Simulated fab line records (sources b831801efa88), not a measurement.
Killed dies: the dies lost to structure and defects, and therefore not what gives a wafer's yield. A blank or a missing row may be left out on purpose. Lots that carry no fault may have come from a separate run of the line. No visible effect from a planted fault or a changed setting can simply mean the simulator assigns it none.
Which of the tools did it?	flow gf180mcu	12 lots, 36 wafers sampled, at 4 steps of a route of 602

WHAT THE GAUGES SHOWED, per wafer
GF_TOP_METAL_RS_MEAS_05: uses a four-point probe to measure. Usual: TOP_METAL_ALCU_RS 0.0327 ohm/sq, standard deviation 0.00055.
lot	measured	on	TOP_METAL_ALCU_RS (ohm/sq)	flag
L706	day 27 18:13	film-metro-04	0.0334 0.0328 0.0326	
L707	day 28 06:57	film-metro-02	0.0335 0.0335 0.0336	
L709	day 28 16:55	film-metro-02	0.0317 0.0318 0.0321	
L711	day 29 08:34	film-metro-02	0.0332 0.0332 0.0335	
L713	day 29 21:55	film-metro-03	0.0331 0.0328 0.0332	
L714	day 29 23:31	film-metro-04	0.0323 0.0320 0.0328	
L715	day 30 09:52	film-metro-02	0.0330 0.0326 0.0333	
L718	day 31 04:53	film-metro-02	0.0319 0.0328 0.0319	
L722	day 32 06:57	film-metro-03	0.0329 0.0332 0.0329	
L725	day 32 21:02	film-metro-04	0.0330 0.0329 0.0326	
L726	day 33 05:52	film-metro-02	0.0328 0.0330 0.0328	
L728	day 33 16:53	film-metro-04	0.0315 0.0328 0.0316	

GF_PASSIVATION_BOW_MEAS_14. Usual: PASSIVATION_BOW 138 um, standard deviation 11.
lot	measured	on	PASSIVATION_BOW (um)	flag
L706	day 29 13:19	film-metro-01	146 145 146	
L707	day 30 01:15	film-metro-03	155 150 150	
L709	day 30 10:02	film-metro-03	133 136 159	
L711	day 30 23:46	film-metro-03	141 141 132	
L713	day 31 13:46	film-metro-04	120 112 125	
L714	day 31 14:58	film-metro-03	121 127 137	
L715	day 31 23:48	film-metro-03	142 136 142	
L718	day 32 17:20	film-metro-01	136 156 128	
L722	day 33 21:52	film-metro-01	148 168 153	
L725	day 34 07:05	film-metro-04	136 125 133	
L726	day 34 14:46	film-metro-01	121 103 132	
L728	day 35 01:46	film-metro-04	139 134 138	

WHICH TOOL RAN EACH LOT (tool, then ch and the chambers of the sampled wafers, then the start)
lot	GF_V5_ETCH_16	GF_V5_STRIP_18
L706	rie-diel-01 ch 0,2,3, day 27 16:27	plasma-asher-01 ch 0,1, day 27 16:37
L707	rie-diel-01 ch 1,2,3, day 28 05:21	plasma-asher-03 ch 0, day 28 05:30
L709	rie-diel-04 ch 0,1, day 28 15:18	plasma-asher-01 ch 0,1, day 28 15:27
L711	rie-diel-01 ch 0,1,3, day 29 06:57	plasma-asher-03 ch 0,1, day 29 07:06
L713	rie-diel-04 ch 0,2,3, day 29 20:18	plasma-asher-03 ch 0,1, day 29 20:27
L714	rie-diel-01 ch 1,2, day 29 21:55	plasma-asher-01 ch 0,1, day 29 22:04
L715	rie-diel-02 ch 2,3, day 30 07:58	plasma-asher-02 ch 0,1, day 30 08:07
L718	rie-diel-01 ch 0,1,3, day 31 03:14	plasma-asher-01 ch 0, day 31 03:23
L722	rie-diel-01 ch 0,1, day 32 05:21	plasma-asher-03 ch 0,1, day 32 05:30
L725	rie-diel-02 ch 1,2,3, day 32 19:10	plasma-asher-03 ch 0,1, day 32 19:19
L726	rie-diel-02 ch 0,1,2, day 33 04:16	plasma-asher-01 ch 0,1, day 33 04:25
L728	rie-diel-04 ch 2,3, day 33 15:15	plasma-asher-01 ch 0,1, day 33 15:26
- GF_V5_ETCH_16: etches BARC in N2/H2.
- GF_V5_STRIP_18: strips in O2/N2.

AS READ BY THE TOOLS THEMSELVES (means over the sampled wafers that have a number; for cases with no such wafer, the mark the record gives instead)
GF_V5_ETCH_16. Usual: drypump-motor-current-A 5.7 A, standard deviation 0.36; oes-product-au 0.855 a.u., standard deviation 0.0048; throttle-valve-pct 13.225 %, standard deviation 0.0078.
lot	tool	drypump-motor-current-A (A)	oes-product-au (a.u.)	throttle-valve-pct (%)	flag
L706	rie-diel-01	6.0	0.853	13.223	
L707	rie-diel-01	5.9	0.853	13.218	
L709	rie-diel-04	5.3	0.855	13.228	
L711	rie-diel-01	5.5	0.854	13.220	
L713	rie-diel-04	5.4	0.853	13.233	
L714	rie-diel-01	5.7	0.856	13.225	
L715	rie-diel-02	5.6	0.855	13.221	
L718	rie-diel-01	5.6	0.853	13.219	
L722	rie-diel-01	5.6	0.852	13.230	
L725	rie-diel-02	5.8	0.860	13.221	
L726	rie-diel-02	5.7	0.860	13.221	
L728	rie-diel-04	5.5	0.853	13.226	

GF_V5_STRIP_18. Usual: drypump-motor-current-A 5.7 A, standard deviation 0.34; heater-power-w 334 W, standard deviation 12; o2-flow-sccm 3001 sccm, standard deviation 8.4; oes-product-au 0.570 a.u., standard deviation 0.0049.
lot	tool	drypump-motor-current-A (A)	heater-power-w (W)	o2-flow-sccm (sccm)	oes-product-au (a.u.)	flag
L706	plasma-asher-01	5.5	328	3003	0.566	
L707	plasma-asher-03	6.1	319	2999	0.573	
L709	plasma-asher-01	5.5	328	2998	0.568	
L711	plasma-asher-03	5.9	325	3001	0.569	
L713	plasma-asher-03	5.9	321	3000	0.567	
L714	plasma-asher-01	5.5	327	3007	0.576	
L715	plasma-asher-02	5.7	346	2992	0.575	
L718	plasma-asher-01	5.5	320	2990	0.566	
L722	plasma-asher-03	5.9	327	3009	0.568	
L725	plasma-asher-03	5.9	325	3004	0.568	
L726	plasma-asher-01	5.5	336	2997	0.569	
L728	plasma-asher-01	5.4	331	2997	0.563	

THE ANSWER, worked out from the rows above alone
Rule: take the mean of a lot's wafers that have a number; if it is more than 3 standard deviations from the usual mean, the lot is off. A lot without any number at a reading at which 4 lots or more have one is off too. Where the step has rows for the other lots, those lots are counted as sound. First the gauges in route order, then the tools' own readings, where a lot's mean is used as printed above. The first step at which some lot is off is used, and at that step the reading that is off furthest; a lot without a number counts as furthest.
None of the lots is off at any reading shown; this tells nothing.

WHAT THE SIMULATOR PUT IN
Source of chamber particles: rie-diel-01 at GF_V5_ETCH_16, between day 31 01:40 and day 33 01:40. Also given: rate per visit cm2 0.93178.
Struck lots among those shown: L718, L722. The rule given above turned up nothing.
